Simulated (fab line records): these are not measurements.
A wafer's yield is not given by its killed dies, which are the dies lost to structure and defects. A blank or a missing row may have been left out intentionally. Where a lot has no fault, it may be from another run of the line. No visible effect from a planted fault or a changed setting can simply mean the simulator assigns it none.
Which tool is to blame? -- flow sky130 -- Sampling: 24 lots, 72 wafers, 2 of 708 route steps

== WHAT THE GAUGES SHOWED, per wafer ==
SKY_VIA2_BOW_MEAS_03.
lot,measured,on,VIA2_BOW (um)
L074,day 35 04:18,filmMetro-03,92 104 93
L075,day 35 11:10,filmMetro-04,90 86 91
L076,day 35 14:46,filmMetro-04,95 84 79
L077,day 36 00:35,filmMetro-03,89 92 89
L078,day 36 14:55,filmMetro-01,83 80 86
L079,day 36 17:38,filmMetro-03,95 86 92
L080,day 37 09:02,filmMetro-01,85 87 80
L081,day 37 11:07,filmMetro-04,83 89 76
L082,day 37 16:14,filmMetro-04,79 85 84
L083,day 38 07:13,filmMetro-01,96 91 86
L084,day 38 15:35,filmMetro-03,79 79 89
L085,day 38 17:55,filmMetro-03,82 84 82
L086,day 39 05:12,filmMetro-04,81 80 86
L087,day 39 10:25,filmMetro-04,83 88 90
L088,day 39 14:10,filmMetro-03,82 68 78
L089,day 40 01:13,filmMetro-03,85 95 88
L090,day 40 08:32,filmMetro-01,84 82 80
L092,day 40 19:23,filmMetro-03,93 86 83
L091,day 40 23:08,filmMetro-03,84 93 74
L093,day 41 03:19,filmMetro-01,86 86 76
L094,day 41 07:14,filmMetro-01,79 80 79
L095,day 41 14:46,filmMetro-04,69 71 78
L096,day 41 20:01,filmMetro-03,83 90 89
L097,day 42 03:03,filmMetro-03,80 83 92

SKY_VIA2_OVL_MEAS_13.
lot,measured,on,VIA2_OVL (nm)
L074,day 36 07:12,overlay-02,0 -2 -9
L075,day 36 13:13,overlay-02,-8 -5 -8
L076,day 36 16:33,overlay-01,2 -1 -9
L077,day 37 02:34,overlay-01,-6 -7 -5
L078,day 37 16:45,overlay-01,7 -3 -5
L079,day 37 19:52,overlay-01,-3 -5 5
L080,day 38 11:01,overlay-01,7 1 8
L081,day 38 12:31,overlay-02,-5 -9 -12
L082,day 38 18:24,overlay-02,-4 0 2
L083,day 39 08:31,overlay-02,-9 -6 -7
L084,day 39 14:58,overlay-01,-3 1 4
L085,day 39 18:22,overlay-02,6 8 5
L086,day 40 05:11,overlay-02,-4 1 -4
L087,day 40 10:40,overlay-02,0 -5 1
L088,day 40 14:22,overlay-02,-7 0 -10
L089,day 41 00:44,overlay-02,12 10 8
L090,day 41 08:50,overlay-01,1 9 6
L092,day 41 19:23,overlay-02,-1 -2 -5
L091,day 41 23:08,overlay-01,-3 8 0
L093,day 42 03:27,overlay-01,1 -3 3
L094,day 42 06:56,overlay-01,-1 0 4
L095,day 42 14:32,overlay-01,14 2 9
L096,day 42 19:48,overlay-01,-4 3 -1
L097,day 43 02:13,overlay-01,-2 -8 -9

== WHICH TOOL RAN EACH LOT (tool, then ch and the chambers of the sampled wafers, then the start) ==
There is no process step in the record ahead of these readings.

== WHAT THE TOOLS THEMSELVES READ (means of the sampled wafers that have a number; where no wafer has one, the mark that the record gives instead) ==
The record holds no such reading with a usual standard deviation.

== THE ANSWER, worked out from the rows above alone ==
Rule: what is usual is taken from the lots themselves. Put in order of their means at a reading, lots are off if they are a third of the lots or fewer, leave a main group of 4 or more, and stand apart from it by a gap of 3 or more times the standard deviation of the main group's means; of several such gaps the widest counts. A main group whose means are all the same, to the digits that the tables above print for the reading, isn't used. Also off: a lot with no number at a reading for which 4 or more lots have one. The other lots that the step has rows for count as sound. The gauges are gone through in route order, then the tools' own readings, and for those a lot's mean is taken as printed above. At the first step where some lot is off, the reading lying furthest off is the one used; lots without a number count as furthest.
No lot is off at any reading shown: from this, nothing can be told.

== WHAT THE SIMULATOR HAD PUT IN ==
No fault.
